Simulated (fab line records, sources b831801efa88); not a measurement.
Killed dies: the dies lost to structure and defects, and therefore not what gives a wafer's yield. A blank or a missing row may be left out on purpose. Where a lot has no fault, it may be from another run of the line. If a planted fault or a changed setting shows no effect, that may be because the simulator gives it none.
A struck lot beside a sound one | flow sky130 | 23 steps out of a route of 708
Sound: wafers L871.1, L871.2, L871.3. Struck: wafer L881.1 (left out: L881.4, a lot-mate that was not struck); the cause follows at the end.
Order at every step that has rows: each side's tool, ch and its chambers, its first start. Under that, the readings that differ: sound wafers | struck wafers | difference of the means | sigmas: that difference in standard deviations of wafers without a fault.
alike: same words and numbers on both sides, and readings whose means sit less than 2 such deviations apart. not compared: any withheld reading, any reading some wafer has no value for, any bound like >300 that may hide the same value, and any number with overlapping values for which the record gives no deviation.
A row with sigmas, a row that says differs or no value, or rows on one side alone: a step with any of these is where the two part. When numbers do not overlap yet have no deviation, they are printed without sigmas and do not part them. Lack of a reading on every wafer of one side parts them only where that side has two or more wafers.

SKY_METAL1_METAL_ETCH_19: etches the open film in Cl2/BCl3, stops on SiO2, target depth 360 nm, time 78 s.
  sound on rieMetal-03 ch 0,1, day 33 23:34; struck on rieMetal-03 ch 1, day 37 01:07
  alike: bcl3FlowSccm, drypumpMotorCurrentA, oesProductAu, throttleValvePct
  not compared: rfHoursCounterH
SKY_METAL1_STRIP_20: strips in O2/N2.
  sound on plasmaAsher-04 ch 0,1, day 33 23:39; struck on plasmaAsher-02 ch 1, day 37 01:13
  alike: drypumpMotorCurrentA, oesProductAu, stripTimeToEndpointS
  not compared: rfHoursCounterH
then, 4 steps without rows for these wafers: SKY_METAL1_STRIP_21 (strips in post etch residue remover, time 1200 s); SKY_METAL1_CLEAN_22 (cleans in IPA, time 180 s); SKY_METAL1_CLEAN_23 (cleans in O3/DIW); SKY_VIA1_HDPCVD_00 (deposits SiO2, target thk 1030 nm, time 171.7 s).
SKY_VIA1_THK_MEAS_01:
  sound on filmMetro-04, day 34 00:21; struck on filmMetro-02, day 37 01:55
  alike: VIA1_HDPCVD_THK
SKY_VIA1_CMP_02: polishes SiO2.
  sound on cmp-01 ch 0,1,3, day 34 00:28; struck on cmp-01 ch 2, day 37 02:07
  alike: motorCurrentA, platenRpm, retainingRingPressureFrac
SKY_VIA1_BOW_MEAS_03:
  sound on filmMetro-02, day 34 00:43; struck on filmMetro-01, day 37 02:28
  alike: VIA1_BOW
then, 3 steps without rows for these wafers: SKY_VIA1_DEHYDRATE_04 (time 60 s); SKY_VIA1_HMDS_05 (prime time 60 s); SKY_VIA1_COAT_06 (resist thk 60 nm).
SKY_VIA1_COAT_07: resist thk 450 nm.
  sound on lithoTrack-03 ch 0, day 34 13:00; struck on lithoTrack-03 ch 0, day 37 15:00
reading                                    | sound             | struck | difference | sigmas
model.KrF-thick_of_VIA1_COAT_07.thkNm (nm) | 448.4 447.2 447.9 | 402.5  | -45.3      | 
then, 4 steps without rows for these wafers: SKY_VIA1_SOFTBAKE_08 (time 90 s); SKY_VIA1_EXPOSE_09 (exposes mask VIM, target cd 150 nm); SKY_VIA1_PEB_10; SKY_VIA1_DEVELOP_11 (develop time 60 s).
SKY_VIA1_CD_MEAS_12: target cd 150 nm.
  sound on cdSem-01, day 35 03:26; struck on cdSem-01, day 38 03:37
  alike: cdNm
SKY_VIA1_OVL_MEAS_13:
  sound on overlay-02, day 35 03:33; struck on overlay-01, day 38 03:44
  alike: VIA1_OVL
SKY_VIA1_ETCH_14: etches BARC in N2/H2, stops on SiO2, time 45.9 s, target depth 60 nm.
  sound on rieDiel-03 ch 0,1,2, day 35 03:35; struck on rieDiel-04 ch 3, day 38 03:47
reading              | sound                | struck | difference | sigmas
rfHoursCounterH (h)  | 10 2 12              | 14     | +6         | 
throttleValvePct (%) | 13.231 13.235 13.232 | 13.215 | -0.018     | -2
  alike: drypumpMotorCurrentA, h2FlowSccm, oesProductAu
SKY_VIA1_ETCH_15: etches SiO2 in C4F8/O2/Ar, stops on TiN, target depth 351 nm, time 54 s.
  sound on rieDiel-03 ch 0,1,2, day 35 03:38; struck on rieDiel-04 ch 3, day 38 03:49
reading                                    | sound           | struck | difference | sigmas
rfHoursCounterH (h)                        | 10 2 12         | 14     | +6         | 
model.KrF-thick_of_VIA1_COAT_07.thkNm (nm) | 319.8 319 317.6 | 273.6  | -45.2      | 
  alike: oesProductAu
SKY_VIA1_STRIP_16: strips in O2/N2.
  sound on plasmaAsher-02 ch 0,1, day 35 03:41; struck on plasmaAsher-01 ch 0, day 38 03:52
reading                  | sound             | struck | difference | sigmas
drypumpMotorCurrentA (A) | 5.7 5.3 5.3       | 6.5    | +1.1       | +2
oesProductAu (a.u.)      | 0.416 0.414 0.415 | 0.395  | -0.020     | -5
stripTimeToEndpointS (s) | 4.428 4.423 4.414 | 3.960  | -0.462     | -24
  not compared: rfHoursCounterH
then, 1 step without rows for these wafers: SKY_VIA1_STRIP_17 (strips in post etch residue remover, time 1200 s).

WHERE THEY PART
Earliest at SKY_VIA1_ETCH_14; latest, in this record, at SKY_VIA1_STRIP_16.

WHY: what the simulator had put in
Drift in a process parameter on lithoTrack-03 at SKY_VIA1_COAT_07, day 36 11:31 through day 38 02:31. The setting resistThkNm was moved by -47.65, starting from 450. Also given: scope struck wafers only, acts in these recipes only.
